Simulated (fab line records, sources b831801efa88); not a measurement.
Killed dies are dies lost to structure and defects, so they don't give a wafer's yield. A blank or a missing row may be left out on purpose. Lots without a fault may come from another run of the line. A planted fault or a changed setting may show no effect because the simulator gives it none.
Split-lot experiment | flow sky130 | 5 lots, 23 wafers read, on a route of 708 steps

THE SPLIT
At SKY_VIA4_DEVELOP_10 (develop time 60 s), the setting dev_temp_c was moved away from the recipe's 23 C on 8 of the 23 wafers read, by -15.4% to +13.7%. The other wafers ran this setting at the recipe's value.

The file shows no step between the split and the reading.

THE READING
VIA4.cd_nm (the simulator's own value, which no gauge read), in nm, at SKY_VIA4_ETCH_12 (etches SiO2 in C4F8/O2/Ar, stops on TiN, target depth 580 nm). The file gives no usual value for it. The 15 wafers here that ran the recipe average 799.1 nm, standard deviation 2.4 nm.

wafer  | tool, chamber at the split | dev_temp_c as run, C | against the recipe | VIA4.cd_nm, nm | against lot-mates on the recipe
L076.1 | litho_track-03, 0          | 23                   | recipe             | 801.5          | -
L076.2 | litho_track-03, 0          | 23                   | recipe             | 801.5          | -
L076.4 | litho_track-03, 0          | 23                   | recipe             | 800.5          | -
L076.5 | litho_track-03, 0          | 19.45                | -15.4%             | 809.5          | +8.3
L076.6 | litho_track-03, 0          | 19.45                | -15.4%             | 811            | +9.8
L079.1 | litho_track-04, 0          | 23                   | recipe             | 801.7          | -
L079.3 | litho_track-04, 0          | 21.4                 | -7.0%              | 807.3          | +6.8
L079.4 | litho_track-04, 0          | 23                   | recipe             | 800.6          | -
L079.5 | litho_track-04, 0          | 21.4                 | -7.0%              | 804.6          | +4.1
L079.6 | litho_track-04, 0          | 23                   | recipe             | 799.3          | -
L080.2 | litho_track-03, 0          | 23                   | recipe             | 796.2          | -
L080.3 | litho_track-03, 0          | 26.14                | +13.7%             | 786.2          | -9.4
L080.4 | litho_track-03, 0          | 23                   | recipe             | 794.2          | -
L080.5 | litho_track-03, 0          | 26.14                | +13.7%             | 787            | -8.6
L080.6 | litho_track-03, 0          | 23                   | recipe             | 796.3          | -
L084.3 | litho_track-03, 0          | 23                   | recipe             | 795.8          | -
L084.4 | litho_track-03, 0          | 23                   | recipe             | 797.7          | -
L084.6 | litho_track-03, 0          | 23                   | recipe             | 798.3          | -
L083.1 | litho_track-04, 0          | 20.07                | -12.7%             | 811.6          | +10.7
L083.3 | litho_track-04, 0          | 23                   | recipe             | 800.3          | -
L083.4 | litho_track-04, 0          | 23                   | recipe             | 799.9          | -
L083.5 | litho_track-04, 0          | 20.07                | -12.7%             | 808.3          | +7.4
L083.6 | litho_track-04, 0          | 23                   | recipe             | 802.4          | -

THE FIT
A straight line over all 23 wafers: VIA4.cd_nm changes by -0.837 nm for each +1% of dev_temp_c; r = -0.94; the points scatter about the line by 2.3 nm.
The same after taking each lot's own level away (the mean of its wafers on the recipe; 23 wafers): -0.653 nm for each +1%; r = -0.97; scatter 1.2 nm.
On that fit, the largest move of dev_temp_c shifts the reading by 10 nm.
The lots' own levels span 795.57 to 801.17 nm, that is 2.3 times the standard deviation above.
So the lot-to-lot level changes the slope: the two fits differ.
Check: with one of the wafers moved furthest among these (-15.4%) left out of the fit, the line predicts +10.6 nm for it against its lot-mates. It came out at +8.33 nm against them.

OTHER SPLITS ON THESE WAFERS
These wafers also went through other splits before the reading. Each is held against what the fit with the lots' levels taken away leaves over:
other split on the same wafers     | wafers away from the commonest value | r with VIA4.cd_nm (lot level and that fit taken away)
SKY_CAPM_SPUTTER_02 power_w        | 5                                    | +0.24
SKY_VIA3_CMP_02 leave_above_ref_nm | 11                                   | -0.07
SKY_VIA3_EXPOSE_09 dose_mj         | 5                                    | -0.02
SKY_VIA3_CVD_21 pressure_torr      | 18                                   | -0.23
SKY_VIA4_HDPCVD_00 time_s          | 12                                   | -0.21

THE FILE'S OWN FIT
VIA4.cd_nm changes by -0.653 nm for each +1% of dev_temp_c, r = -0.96.
